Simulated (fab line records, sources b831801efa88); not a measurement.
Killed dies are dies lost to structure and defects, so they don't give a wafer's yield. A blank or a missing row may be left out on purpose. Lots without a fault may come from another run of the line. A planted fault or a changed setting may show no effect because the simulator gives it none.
Which tool did it? | flow gf180mcu | 14 lots, 42 wafers sampled, at 3 steps of a route of 602

WHAT THE GAUGES READ, wafer by wafer
GF_M1_RS_MEAS_05: measures by four-point-probe.
lot  | measured     | on            | M1_ALCU_RS (ohm/sq)
L848 | day 16 12:44 | film_metro-02 | 0.0696 0.0683 0.0691
L849 | day 16 21:36 | film_metro-03 | 0.0698 0.0713 0.0703
L851 | day 17 08:38 | film_metro-04 | 0.0700 0.0707 0.0696
L850 | day 17 10:22 | film_metro-03 | 0.0701 0.0702 0.0702
L852 | day 17 20:49 | film_metro-02 | 0.0705 0.0704 0.0691
L854 | day 18 13:31 | film_metro-03 | 0.0701 0.0704 0.0703
L855 | day 18 14:13 | film_metro-03 | 0.0701 0.0688 0.0697
L856 | day 19 03:44 | film_metro-03 | 0.0705 0.0693 0.0707
L861 | day 20 16:40 | film_metro-03 | 0.0667 0.0672 0.0679 0.0668 0.0672 0.0678
L864 | day 21 22:01 | film_metro-02 | 0.0685 0.0673 0.0683 0.0685 0.0674 0.0682
L865 | day 22 06:04 | film_metro-02 | 0.0701 0.0703 0.0698
L866 | day 22 10:49 | film_metro-03 | 0.0702 0.0695 0.0700
L868 | day 23 05:02 | film_metro-04 | 0.0703 0.0702 0.0702
L870 | day 23 19:18 | film_metro-02 | 0.0710 0.0696 0.0702

GF_M1_THK_MEAS_06: measures by xrf.
lot  | measured     | on            | M1_ALCU_THK (nm)
L848 | day 16 12:50 | film_metro-02 | 454 457 453
L849 | day 16 21:43 | film_metro-03 | 450 441 445
L851 | day 17 08:44 | film_metro-04 | 454 446 458
L850 | day 17 10:29 | film_metro-03 | 447 445 443
L852 | day 17 20:56 | film_metro-02 | 449 448 457
L854 | day 18 13:38 | film_metro-03 | 447 448 446
L855 | day 18 14:19 | film_metro-03 | 443 457 450
L856 | day 19 03:50 | film_metro-03 | 448 458 446
L861 | day 20 21:11 | film_metro-03 | 468 467 462
L864 | day 22 02:37 | film_metro-02 | 461 468 461 460 469 459
L865 | day 22 06:11 | film_metro-02 | 449 447 452
L866 | day 22 10:56 | film_metro-03 | 448 452 451
L868 | day 23 05:08 | film_metro-04 | 450 450 451
L870 | day 23 19:25 | film_metro-02 | 445 457 453

WHICH TOOL RAN EACH LOT (tool, then ch and the chambers of the sampled wafers, then the start)
lot  | GF_M1_SPUTTER_02
L848 | pvd_sputter-04, day 16 12:37
L849 | pvd_sputter-01, day 16 21:31
L851 | pvd_sputter-02, day 17 08:31
L850 | pvd_sputter-01, day 17 10:16
L852 | pvd_sputter-02, day 17 20:43
L854 | pvd_sputter-02, day 18 13:26
L855 | pvd_sputter-01, day 18 14:05
L856 | pvd_sputter-02, day 19 03:36
L861 | pvd_sputter-02, day 20 16:35
L864 | pvd_sputter-02, day 21 21:54
L865 | pvd_sputter-01, day 22 05:58
L866 | pvd_sputter-01, day 22 10:44
L868 | pvd_sputter-04, day 23 04:55
L870 | pvd_sputter-04, day 23 19:13
- GF_M1_SPUTTER_02: material AlCu, target thk 450 nm, time 23.9 s.

WHAT THE TOOLS THEMSELVES READ (means of the sampled wafers that have a number; where no wafer has one, the mark that the record gives instead)
GF_M1_SPUTTER_02.
lot  | tool           | throttle_valve_pct (%)
L848 | pvd_sputter-04 | 29.7
L849 | pvd_sputter-01 | 29.7
L851 | pvd_sputter-02 | 30.4
L850 | pvd_sputter-01 | 29.5
L852 | pvd_sputter-02 | 29.5
L854 | pvd_sputter-02 | 28.9
L855 | pvd_sputter-01 | 28.3
L856 | pvd_sputter-02 | 29.6
L861 | pvd_sputter-02 | 29.4
L864 | pvd_sputter-02 | 29.5
L865 | pvd_sputter-01 | 29.8
L866 | pvd_sputter-01 | 28.2
L868 | pvd_sputter-04 | 29.8
L870 | pvd_sputter-04 | 29.0

THE ANSWER, worked out from the rows above alone
Rule: what is usual is taken from the lots themselves. Put in order of their means at a reading, lots are off if they are a third of the lots or fewer, leave a main group of 4 or more, and stand apart from it by a gap of 3 or more times the standard deviation of the main group's means; of several such gaps the widest counts. A main group whose means are all the same, to the digits that the tables above print for the reading, isn't used. A lot without any number at a reading at which 4 lots or more have one is off too. The other lots that the step has rows for count as sound. The gauges are gone through in route order, then the tools' own readings, and for those a lot's mean is taken as printed above. The first step at which some lot is off is used, and at that step the reading that is off furthest; a lot without a number counts as furthest.
Off: L861, L864, at GF_M1_THK_MEAS_06 (M1_ALCU_THK). The main group: mean 450 nm, standard deviation 2.7.
A tool fits if, at a process step before that reading, it ran every lot that is off, and no sound lot after the first of them. The gauges at GF_M1_THK_MEAS_06 are tried like those tools. One fits: pvd_sputter-02 at GF_M1_SPUTTER_02. Its last sound lot is L856 (day 19 03:36), its first lot that is off L861 (day 20 16:35): a fault that began between those two fits.

WHAT THE SIMULATOR HAD PUT IN
Process parameter drift: pvd_sputter-02, from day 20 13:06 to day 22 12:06, at GF_M1_SPUTTER_02. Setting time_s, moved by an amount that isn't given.
Lots struck among those shown: L861, L864. The rule above found the same.
